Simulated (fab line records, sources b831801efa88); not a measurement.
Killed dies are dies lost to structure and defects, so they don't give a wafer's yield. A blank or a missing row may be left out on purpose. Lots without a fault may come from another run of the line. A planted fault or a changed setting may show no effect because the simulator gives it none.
fab line records | flow gf180mcu
record lots=24 wafers=72 last_day=34
route steps=602 shown SALICIDE@286 CONTACT@288 M1@332 V1@360 M2@363
lots that met no fault: from a run of the same line without faults
start_h: hours from the record's first day to the start of the lot's first wafer shown | wait_h: hours since the lot's step before | " the same as in the row above | L1.1+2: a row that stands for several wafers | - no value, or no start given | * or withheld: withheld | < > ~ a bound
route shown NAME@n: a module of which the file shows steps, and the number in the route of the first | usual: mean/standard deviation of fault-free wafers | same: alike in all rows | chamber/n: place in a boat | sites: the reading at each site | _std_site: their standard deviation | _edge_site: outer sites' mean less inner sites' | radius_mm: how far each site lies from the wafer's centre | mask NAME#n: copy n | behind: the tool/chamber that last shaped the wafer | hold: why the lot was held/for how many hours/how that ended | device: the transistor (n, p or np) that didn't switch | end of line: the same wafers' tests at the end of the route | a step without rows: its recipe alone | killed: dies lost to structure and defects at the first sort, not the wafer's yield | map: a wafer's dies, x killed, . not, _ none there
set.NAME: the setting as run; set.NAME@STEP: as run at that earlier step | model.NAME: the simulator's own value behind a step, which no gauge read
steps of the route over a sample of lots; a table a step, a row a wafer
services: from which hour (start_h, from the record's first day; less than 0 if before it) a tool's chamber was out of use, for how many hours, and why
## steps
# step GF_SALICIDE_RTA_08
# recipe temp_c=800 time_s=30 ambient=N2
# usual lamp_power_pct=19.5/1.8 wafer_temp_C_max=804.5/1.2
# columns lot.wafer tool chamber start_h wait_h lamp_power_pct wafer_temp_C_max
L074.2 rtp_anneal-02 0 338.21 0.0 17.2 802.5
L074.5 " 0 " " 17.2 803.4
L074.6 " 0 " " 17.2 803.0
L075.1 rtp_anneal-02 0 348.43 0.0 17.2 802.7
L075.3 " 0 " " 17.2 803.6
L075.5 " 0 " " 17.2 802.4
L076.2 rtp_anneal-02 0 353.74 0.0 17.2 802.4
L076.5 " 0 " " 17.2 803.4
L076.6 " 0 " " 17.2 803.8
L077.1 rtp_anneal-02 0 363.92 0.0 17.2 803.0
L077.3 " 0 " " 17.2 803.5
L077.5 " 0 " " 17.2 803.8
L078.2 rtp_anneal-01 0 371.49 0.0 20.9 806.2
L078.3 " 0 " " 20.9 803.4
L078.5 " 0 " " 20.9 804.7
L079.1 rtp_anneal-01 0 382.48 0.0 20.9 805.1
L079.2 " 0 " " 20.9 805.6
L079.5 " 0 " " 20.9 804.7
L080.2 rtp_anneal-01 0 390.39 0.0 20.9 806.8
L080.5 " 0 " " 20.9 804.6
L080.6 " 0 " " 20.8 803.1
L081.1 rtp_anneal-01 0 398.09 0.0 20.9 805.3
L081.2 " 0 " " 20.9 804.3
L081.6 " 0 " " 20.9 807.1
L082.1 rtp_anneal-02 0 404.07 0.0 17.2 802.7
L082.2 " 0 " " 17.2 803.6
L082.5 " 0 " " 17.2 805.3
L083.1 rtp_anneal-01 0 413.86 0.0 20.9 805.0
L083.2 " 0 " " 20.9 804.1
L083.3 " 0 " " 20.9 805.3
L084.3 rtp_anneal-02 0 427.44 0.0 17.2 803.5
L084.4 " 0 " " 17.2 804.7
L084.6 " 0 " " 17.2 802.4
L085.2 rtp_anneal-02 0 437.04 0.0 17.2 803.3
L085.3 " 0 " " 17.2 802.4
L085.5 " 0 " " 17.2 802.6
L086.1 rtp_anneal-01 0 441.97 0.0 20.9 804.9
L086.3 " 0 " " 20.9 806.1
L086.6 " 0 " " 20.9 804.9
L087.1 rtp_anneal-01 0 448.78 0.0 20.9 803.4
L087.3 " 0 " " 20.9 804.5
L087.6 " 0 " " 20.9 805.6
L088.1 rtp_anneal-01 0 461.54 0.0 20.9 806.9
L088.2 " 0 " " 20.9 803.3
L088.3 " 0 " " 20.9 804.9
L089.1 rtp_anneal-02 0 467.97 0.0 17.2 803.1
L089.3 " 0 " " 17.2 804.9
L089.4 " 0 " " 17.2 803.7
L090.1 rtp_anneal-01 0 472.79 0.0 20.9 806.5
L090.2 " 0 " " 20.9 806.3
L090.4 " 0 " " 20.9 806.2
L091.1 rtp_anneal-01 0 483.56 0.0 20.8 806.3
L091.4 " 0 " " 20.9 805.8
L091.5 " 0 " " 20.9 805.0
L092.3 rtp_anneal-01 0 494.80 0.0 20.8 804.8
L092.4 " 0 " " 20.9 804.3
L092.5 " 0 " " 20.8 804.7
L093.3 rtp_anneal-01 0 500.47 0.0 20.9 804.8
L093.4 " 0 " " 20.9 804.8
L093.6 " 0 " " 20.9 803.6
L095.1 rtp_anneal-01 0 521.73 0.0 20.9 804.4
L095.3 " 0 " " 20.9 805.3
L095.4 " 0 " " 20.9 804.1
L094.1 rtp_anneal-01 0 523.87 0.0 20.9 805.1
L094.5 " 0 " " 20.9 805.4
L094.6 " 0 " " 20.9 807.2
L096.1 rtp_anneal-02 0 524.79 0.0 17.2 804.0
L096.2 " 0 " " 17.2 803.7
L096.4 " 0 " " 17.2 802.8
L097.3 rtp_anneal-01 0 533.43 0.0 20.9 804.1
L097.4 " 0 " " 20.9 805.1
L097.6 " 0 " " 20.9 804.9
# step GF_CONTACT_THK_MEAS_01
# recipe reads=SiO2_of_CONTACT_CVD_00
# usual CONTACT_CVD_00_THK=297.6/2.3
# columns lot.wafer tool chamber start_h wait_h CONTACT_CVD_00_THK[nm]
L074.2 film_metro-02 - 338.35 0.0 301.7
L074.5 " - " " 297.1
L074.6 " - " " 299.7
L075.1 film_metro-04 - 348.58 0.0 297.1
L075.3 " - " " 298.0
L075.5 " - " " 298.2
L076.2 film_metro-04 - 353.88 0.0 295.3
L076.5 " - " " 295.4
L076.6 " - " " 292.7
L077.1 film_metro-02 - 364.07 0.0 297.8
L077.3 " - " " 298.5
L077.5 " - " " 294.4
L078.2 film_metro-03 - 371.63 0.0 295.9
L078.3 " - " " 297.1
L078.5 " - " " 296.7
L079.1 film_metro-02 - 382.62 0.0 298.7
L079.2 " - " " 300.4
L079.5 " - " " 300.1
L080.2 film_metro-04 - 390.53 0.0 293.0
L080.5 " - " " 290.2
L080.6 " - " " 294.9
L081.1 film_metro-02 - 398.23 0.0 297.1
L081.2 " - " " 300.8
L081.6 " - " " 300.3
L082.1 film_metro-03 - 404.22 0.0 296.9
L082.2 " - " " 299.5
L082.5 " - " " 301.3
L083.1 film_metro-04 - 414.00 0.0 299.1
L083.2 " - " " 294.1
L083.3 " - " " 295.8
L084.3 film_metro-04 - 427.59 0.0 300.5
L084.4 " - " " 296.9
L084.6 " - " " 303.1
L085.2 film_metro-03 - 437.18 0.0 293.0
L085.3 " - " " 299.5
L085.5 " - " " 294.5
L086.1 film_metro-04 - 442.12 0.0 297.8
L086.3 " - " " 299.1
L086.6 " - " " 296.6
L087.1 film_metro-02 - 448.93 0.0 300.8
L087.3 " - " " 302.4
L087.6 " - " " 298.0
L088.1 film_metro-02 - 461.68 0.0 296.5
L088.2 " - " " 296.4
L088.3 " - " " 297.6
L089.1 film_metro-03 - 468.12 0.0 298.9
L089.3 " - " " 296.3
L089.4 " - " " 298.0
L090.1 film_metro-03 - 472.93 0.0 300.8
L090.2 " - " " 296.3
L090.4 " - " " 302.8
L091.1 film_metro-03 - 483.71 0.0 298.4
L091.4 " - " " 298.0
L091.5 " - " " 298.3
L092.3 film_metro-03 - 494.94 0.0 297.6
L092.4 " - " " 298.9
L092.5 " - " " 295.9
L093.3 film_metro-03 - 500.60 0.0 294.7
L093.4 " - " " 300.0
L093.6 " - " " 295.5
L095.1 film_metro-04 - 521.90 0.0 299.4
L095.3 " - " " 294.2
L095.4 " - " " 297.1
L094.1 film_metro-04 - 524.02 0.0 298.9
L094.5 " - " " 300.1
L094.6 " - " " 299.1
L096.1 film_metro-02 - 524.93 0.0 293.8
L096.2 " - " " 298.4
L096.4 " - " " 300.3
L097.3 film_metro-03 - 533.57 0.0 298.4
L097.4 " - " " 296.1
L097.6 " - " " 298.7
# step GF_M1_STRIP_17
# recipe chemistry=O2/N2 power_w=1400 pressure_mtorr=1500 platen_temp_c=250 o2_flow_sccm=3000 n2_flow_sccm=300 overash_fraction=0.5
# usual chamber_pressure_mTorr=1500.0/1.3 drypump_motor_current_A=5.7/0.44 heater_power_w=339/33 oes_product_au=0.557/0.0049 strip_time_to_endpoint_s=7.86/0.048
# columns lot.wafer tool chamber start_h wait_h chamber_pressure_mTorr drypump_motor_current_A heater_power_w oes_product_au rf_hours_counter_h strip_time_to_endpoint_s
L074.2 plasma_asher-02 1 384.39 0.1 1499.4 5.5 330 0.567 68 7.91
L074.5 " 1 " " 1499.9 5.6 328 0.555 - 7.86
L074.6 " 0 " " 1499.1 6.0 311 0.549 - 7.95
L075.1 plasma_asher-02 0 393.22 0.1 1500.9 6.1 321 0.562 70 7.78
L075.3 " 1 " " 1498.0 5.5 327 0.560 - 7.77
L075.5 " 0 " " 1501.0 6.1 317 0.553 - 7.79
L076.2 plasma_asher-02 1 400.87 0.1 1498.4 5.5 334 0.556 71 7.85
L076.5 " 0 " " 1499.5 6.0 320 0.559 - 7.88
L076.6 " 1 " " 1499.6 5.5 333 0.559 - 7.87
L077.1 plasma_asher-04 1 412.71 0.1 1498.0 5.2 301 0.563 81 7.86
L077.3 " 1 " " 1498.3 5.3 312 0.565 - 7.86
L077.5 " 1 " " 1500.9 5.3 299 0.560 - 7.82
L078.2 plasma_asher-04 0 420.85 0.1 1502.4 6.5 326 0.562 82 7.95
L078.3 " 1 " " 1500.3 5.3 312 0.560 - 7.86
L078.5 " 0 " " 1499.9 6.5 330 0.560 - 7.91
L079.1 plasma_asher-03 1 433.14 0.1 1498.3 5.7 372 0.554 34 7.87
L079.2 " 0 " " 1498.9 5.3 391 0.558 34 7.84
L079.5 " 0 " " 1498.8 5.3 402 0.559 - 7.88
L080.2 plasma_asher-04 1 440.54 0.1 1501.7 5.3 304 0.558 84 7.87
L080.5 " 0 " " 1501.5 6.6 334 0.560 - 7.83
L080.6 " 1 " " 1498.5 5.3 301 0.559 - 7.82
L081.1 plasma_asher-02 1 448.78 0.1 1499.0 5.6 338 0.561 2 7.83
L081.2 " 0 " " 1498.6 6.1 306 0.554 2 7.84
L081.6 " 0 " " 1501.1 6.1 313 0.556 - 7.84
L082.1 plasma_asher-04 0 456.53 0.1 1499.3 6.5 324 0.562 86 7.88
L082.2 " 1 " " 1500.8 5.3 298 0.565 86 7.90
L082.5 " 0 " " 1500.2 6.5 326 0.558 - 7.89
L083.1 plasma_asher-03 1 464.58 0.1 1501.5 5.7 377 0.556 38 7.86
L083.2 " 0 " " 1501.0 5.3 397 0.557 38 7.83
L083.3 " 1 " " 1500.2 5.7 383 0.563 - 7.86
L084.3 plasma_asher-02 0 477.90 0.1 1498.1 6.1 306 0.553 - 7.84
L084.4 " 1 " " 1498.5 5.6 326 0.550 - 7.86
L084.6 " 1 " " 1500.4 5.6 329 0.556 - 7.91
L085.2 plasma_asher-03 1 488.18 0.1 1499.2 5.8 377 0.565 40 7.96
L085.3 " 0 " " 1498.5 5.3 387 0.564 - 7.90
L085.5 " 0 " " 1499.5 5.3 397 0.558 - 7.93
L086.1 plasma_asher-02 1 492.23 0.1 1498.7 5.6 336 0.552 7 7.91
L086.3 " 0 " " 1498.6 6.1 308 0.550 - 7.88
L086.6 " 0 " " 1501.3 6.1 309 0.554 - 7.93
L087.1 plasma_asher-03 0 499.42 0.1 1498.7 5.3 396 0.565 41 7.94
L087.3 " 0 " " 1498.6 5.3 392 0.554 - 7.83
L087.6 " 0 " " 1499.7 5.3 388 0.563 - 7.96
L088.1 plasma_asher-04 1 511.88 0.1 1500.5 5.3 305 0.557 92 7.84
L088.2 " 0 " " 1501.5 6.5 319 0.565 92 7.91
L088.3 " 0 " " 1501.3 6.5 321 0.561 - 7.78
L089.1 plasma_asher-04 0 516.97 0.1 1501.7 6.6 331 0.562 92 7.84
L089.3 " 0 " " 1499.7 6.6 321 0.552 - 7.82
L089.4 " 1 " " 1501.3 5.3 296 0.566 - 7.85
L090.1 plasma_asher-04 1 522.02 0.1 1500.9 5.2 298 0.553 93 7.80
L090.2 " 0 " " 1500.4 6.5 326 0.555 93 7.79
L090.4 " 1 " " 1502.8 5.2 298 0.557 - 7.79
L091.1 plasma_asher-03 0 532.38 0.2 1499.6 5.3 381 0.565 45 7.89
L091.4 " 0 " " 1503.1 5.3 390 0.555 - 7.94
L091.5 " 0 " " 1499.5 5.3 392 0.562 - 7.89
L092.3 plasma_asher-03 0 543.38 0.1 1500.0 5.3 396 0.558 - 7.88
L092.4 " 1 " " 1499.2 5.7 368 0.562 - 7.90
L092.5 " 1 " " 1499.4 5.7 366 0.559 - 7.85
L093.3 plasma_asher-02 0 548.47 0.1 1500.7 6.1 307 0.563 - 7.87
L093.4 " 1 " " 1501.3 5.6 326 0.549 - 7.81
L093.6 " 1 " " 1499.3 5.5 333 0.565 - 7.83
L095.1 plasma_asher-04 0 568.82 0.1 1499.2 6.5 326 0.557 98 7.82
L095.3 " 0 " " 1499.5 6.5 326 0.548 - 7.75
L095.4 " 1 " " 1501.2 5.3 299 0.553 - 7.81
L094.1 plasma_asher-03 1 570.93 0.2 1499.6 5.7 375 0.563 49 7.88
L094.5 " 1 " " 1501.4 5.7 378 0.555 - 7.85
L094.6 " 0 " " 1501.3 5.2 394 0.550 - 7.84
L096.1 plasma_asher-03 1 571.53 0.1 1501.0 5.7 369 0.561 49 7.88
L096.2 " 0 " " 1501.0 5.3 387 0.563 49 7.83
L096.4 " 0 " " 1500.1 5.3 386 0.553 - 7.85
L097.3 plasma_asher-02 0 580.17 0.1 1500.2 6.1 315 0.548 - 7.80
L097.4 " 1 " " 1499.9 5.5 335 0.559 - 7.89
L097.6 " 1 " " 1500.7 5.5 326 0.545 - 7.85
# step GF_V1_THK_MEAS_25
# recipe thk_meas_gauge=xrf reads=W_of_V1_CVD_23
# usual V1_W_THK=358/4.3
# columns lot.wafer tool chamber start_h wait_h V1_W_THK[nm]
L074.2 film_metro-02 - 409.45 0.1 358
L074.5 " - " " 356
L074.6 " - " " 357
L075.1 film_metro-01 - 418.17 0.1 362
L075.3 " - " " 362
L075.5 " - " " 368
L076.2 film_metro-02 - 427.57 0.1 360
L076.5 " - " " 354
L076.6 " - " " 357
L077.1 film_metro-04 - 439.50 0.1 356
L077.3 " - " " 356
L077.5 " - " " 350
L078.2 film_metro-01 - 447.51 0.1 360
L078.3 " - " " 360
L078.5 " - " " 356
L079.1 film_metro-04 - 459.84 0.1 358
L079.2 " - " " 359
L079.5 " - " " 359
L080.2 film_metro-01 - 467.53 0.1 358
L080.5 " - " " 357
L080.6 " - " " 361
L081.1 film_metro-04 - 475.55 0.1 363
L081.2 " - " " 361
L081.6 " - " " 363
L082.1 film_metro-01 - 482.87 0.1 358
L082.2 " - " " 361
L082.5 " - " " 361
L083.1 film_metro-01 - 491.10 0.1 357
L083.2 " - " " 357
L083.3 " - " " 358
L084.3 film_metro-01 - 504.13 0.1 356
L084.4 " - " " 356
L084.6 " - " " 358
L085.2 film_metro-04 - 514.10 0.1 362
L085.3 " - " " 361
L085.5 " - " " 361
L086.1 film_metro-01 - 517.84 0.1 359
L086.3 " - " " 365
L086.6 " - " " 363
L087.1 film_metro-01 - 525.30 0.1 354
L087.3 " - " " 347
L087.6 " - " " 354
L088.1 film_metro-04 - 537.09 0.1 361
L088.2 " - " " 360
L088.3 " - " " 356
L089.1 film_metro-04 - 542.56 0.1 347
L089.3 " - " " 353
L089.4 " - " " 350
L090.1 film_metro-02 - 547.10 0.1 352
L090.2 " - " " 358
L090.4 " - " " 356
L091.1 film_metro-04 - 556.80 0.1 364
L091.4 " - " " 357
L091.5 " - " " 360
L092.3 film_metro-01 - 568.19 0.1 358
L092.4 " - " " 356
L092.5 " - " " 354
L093.3 film_metro-02 - 572.24 0.1 349
L093.4 " - " " 349
L093.6 " - " " 349
L095.1 film_metro-02 - 592.77 0.1 353
L095.3 " - " " 350
L095.4 " - " " 355
L094.1 film_metro-04 - 595.08 0.1 363
L094.5 " - " " 368
L094.6 " - " " 362
L096.1 film_metro-01 - 595.64 0.1 363
L096.2 " - " " 355
L096.4 " - " " 356
L097.3 film_metro-01 - 604.14 0.1 360
L097.4 " - " " 361
L097.6 " - " " 360
# step GF_M2_SPUTTER_01
# recipe material=TiN target_thk_nm=30 power_w=6500 time_s=25 chamber_pressure_pa=0.4
# usual throttle_valve_pct=29.4/0.94
# columns lot.wafer tool chamber start_h wait_h throttle_valve_pct
L074.2 pvd_sputter-03 - 409.90 0.1 28.7
L074.5 " - " " 28.5
L074.6 " - " " 30.6
L075.1 pvd_sputter-01 - 418.63 0.1 30.4
L075.3 " - " " 28.9
L075.5 " - " " 30.1
L076.2 pvd_sputter-03 - 428.02 0.1 30.5
L076.5 " - " " 28.4
L076.6 " - " " 29.1
L077.1 pvd_sputter-01 - 439.96 0.1 30.4
L077.3 " - " " 29.8
L077.5 " - " " 30.0
L078.2 pvd_sputter-01 - 447.96 0.1 30.4
L078.3 " - " " 30.1
L078.5 " - " " 30.6
L079.1 pvd_sputter-03 - 460.30 0.1 28.7
L079.2 " - " " 30.6
L079.5 " - " " 30.6
L080.2 pvd_sputter-01 - 467.98 0.1 30.9
L080.5 " - " " 29.7
L080.6 " - " " 28.9
L081.1 pvd_sputter-01 - 476.03 0.1 28.0
L081.2 " - " " 29.0
L081.6 " - " " 28.0
L082.1 pvd_sputter-03 - 483.33 0.1 28.8
L082.2 " - " " 28.5
L082.5 " - " " 28.8
L083.1 pvd_sputter-03 - 491.56 0.1 29.2
L083.2 " - " " 28.8
L083.3 " - " " 30.7
L084.3 pvd_sputter-04 - 504.57 0.1 31.1
L084.4 " - " " 30.0
L084.6 " - " " 29.8
L085.2 pvd_sputter-01 - 514.55 0.1 28.8
L085.3 " - " " 30.6
L085.5 " - " " 30.5
L086.1 pvd_sputter-01 - 518.30 0.1 28.9
L086.3 " - " " 28.1
L086.6 " - " " 30.2
L087.1 pvd_sputter-03 - 525.76 0.1 29.2
L087.3 " - " " 30.6
L087.6 " - " " 28.8
L088.1 pvd_sputter-03 - 537.55 0.1 29.3
L088.2 " - " " 28.6
L088.3 " - " " 30.2
L089.1 pvd_sputter-04 - 543.02 0.1 28.3
L089.3 " - " " 31.2
L089.4 " - " " 29.9
L090.1 pvd_sputter-04 - 547.56 0.1 28.2
L090.2 " - " " 31.6
L090.4 " - " " 30.1
L091.1 pvd_sputter-03 - 557.26 0.1 30.6
L091.4 " - " " 29.3
L091.5 " - " " 28.9
L092.3 pvd_sputter-03 - 568.63 0.1 30.4
L092.4 " - " " 28.7
L092.5 " - " " 30.3
L093.3 pvd_sputter-03 - 572.68 0.1 30.6
L093.4 " - " " 28.8
L093.6 " - " " 28.9
L095.1 pvd_sputter-04 - 593.23 0.1 29.6
L095.3 " - " " 28.0
L095.4 " - " " 31.8
L094.1 pvd_sputter-03 - 595.54 0.1 28.4
L094.5 " - " " 28.9
L094.6 " - " " 30.6
L096.1 pvd_sputter-04 - 596.14 0.1 27.9
L096.2 " - " " 30.0
L096.4 " - " " 31.1
L097.3 pvd_sputter-01 - 604.58 0.1 29.7
L097.4 " - " " 29.2
L097.6 " - " " 29.2
# step GF_M2_SPUTTER_03
# recipe material=Ti target_thk_nm=10 substrate_temp_c=300 chamber_pressure_pa=0.3 power_w=3000 time_s=6.7
# usual throttle_valve_pct=29.4/0.97
# columns lot.wafer tool chamber start_h wait_h throttle_valve_pct
L074.2 pvd_sputter-03 - 409.96 0.0 28.9
L074.5 " - " " 28.6
L074.6 " - " " 30.5
L075.1 pvd_sputter-01 - 418.69 0.0 30.4
L075.3 " - " " 29.2
L075.5 " - " " 30.0
L076.2 pvd_sputter-03 - 428.08 0.0 30.6
L076.5 " - " " 28.9
L076.6 " - " " 29.2
L077.1 pvd_sputter-01 - 440.02 0.0 30.7
L077.3 " - " " 29.9
L077.5 " - " " 30.1
L078.2 pvd_sputter-01 - 448.02 0.0 30.6
L078.3 " - " " 30.3
L078.5 " - " " 30.5
L079.1 pvd_sputter-03 - 460.36 0.0 28.7
L079.2 " - " " 30.5
L079.5 " - " " 30.6
L080.2 pvd_sputter-01 - 468.04 0.0 30.5
L080.5 " - " " 30.0
L080.6 " - " " 29.0
L081.1 pvd_sputter-01 - 476.09 0.0 28.2
L081.2 " - " " 28.9
L081.6 " - " " 28.0
L082.1 pvd_sputter-03 - 483.39 0.0 28.9
L082.2 " - " " 28.8
L082.5 " - " " 28.5
L083.1 pvd_sputter-03 - 491.62 0.0 29.4
L083.2 " - " " 28.7
L083.3 " - " " 30.7
L084.3 pvd_sputter-04 - 504.63 0.0 31.8
L084.4 " - " " 29.8
L084.6 " - " " 29.9
L085.2 pvd_sputter-01 - 514.61 0.0 28.8
L085.3 " - " " 30.6
L085.5 " - " " 30.6
L086.1 pvd_sputter-01 - 518.36 0.0 29.2
L086.3 " - " " 27.9
L086.6 " - " " 29.9
L087.1 pvd_sputter-03 - 525.82 0.0 29.5
L087.3 " - " " 30.7
L087.6 " - " " 28.8
L088.1 pvd_sputter-03 - 537.61 0.0 29.0
L088.2 " - " " 29.0
L088.3 " - " " 30.6
L089.1 pvd_sputter-04 - 543.09 0.0 28.2
L089.3 " - " " 31.3
L089.4 " - " " 29.9
L090.1 pvd_sputter-04 - 547.62 0.0 28.4
L090.2 " - " " 31.5
L090.4 " - " " 30.1
L091.1 pvd_sputter-03 - 557.32 0.0 30.4
L091.4 " - " " 29.1
L091.5 " - " " 28.5
L092.3 pvd_sputter-03 - 568.69 0.0 30.6
L092.4 " - " " 28.6
L092.5 " - " " 30.4
L093.3 pvd_sputter-03 - 572.74 0.0 30.6
L093.4 " - " " 29.0
L093.6 " - " " 28.5
L095.1 pvd_sputter-04 - 593.29 0.0 29.4
L095.3 " - " " 28.3
L095.4 " - " " 31.5
L094.1 pvd_sputter-03 - 595.60 0.0 28.6
L094.5 " - " " 28.9
L094.6 " - " " 30.8
L096.1 pvd_sputter-04 - 596.20 0.0 28.2
L096.2 " - " " 29.9
L096.4 " - " " 31.3
L097.3 pvd_sputter-01 - 604.64 0.0 29.9
L097.4 " - " " 28.9
L097.6 " - " " 29.0
## services
# columns tool chamber start_h hours kind
pvd_sputter-04 - 332.72 3.1 repair
pvd_sputter-03 - 335.83 3.6 repair
pvd_sputter-03 0 357.19 - consumable_replace:kit
pvd_sputter-03 0 357.19 18.0 scheduled_down
pvd_sputter-03 0 357.19 18.0 vent_cycle
plasma_asher-04 - 380.59 23.9 repair
plasma_asher-03 - 385.28 7.6 repair
pvd_sputter-01 - 397.78 2.1 repair
plasma_asher-02 - 421.25 9.0 pm
pvd_sputter-01 - 427.50 3.6 repair
pvd_sputter-01 3 433.55 - consumable_replace:kit
pvd_sputter-01 3 433.55 18.0 scheduled_down
pvd_sputter-01 3 433.55 18.0 vent_cycle
pvd_sputter-04 - 442.16 6.1 repair
plasma_asher-04 - 452.62 2.9 repair
pvd_sputter-04 - 465.39 3.2 repair
pvd_sputter-04 - 473.15 0.6 repair
pvd_sputter-03 3 534.15 - consumable_replace:kit
pvd_sputter-03 3 534.15 18.0 scheduled_down
pvd_sputter-03 3 534.15 18.0 vent_cycle
rtp_anneal-01 - 556.33 4.8 pm
plasma_asher-04 - 572.04 1.2 repair
pvd_sputter-01 2 579.68 - consumable_replace:kit
plasma_asher-03 - 589.12 0.8 repair
## key
fault none
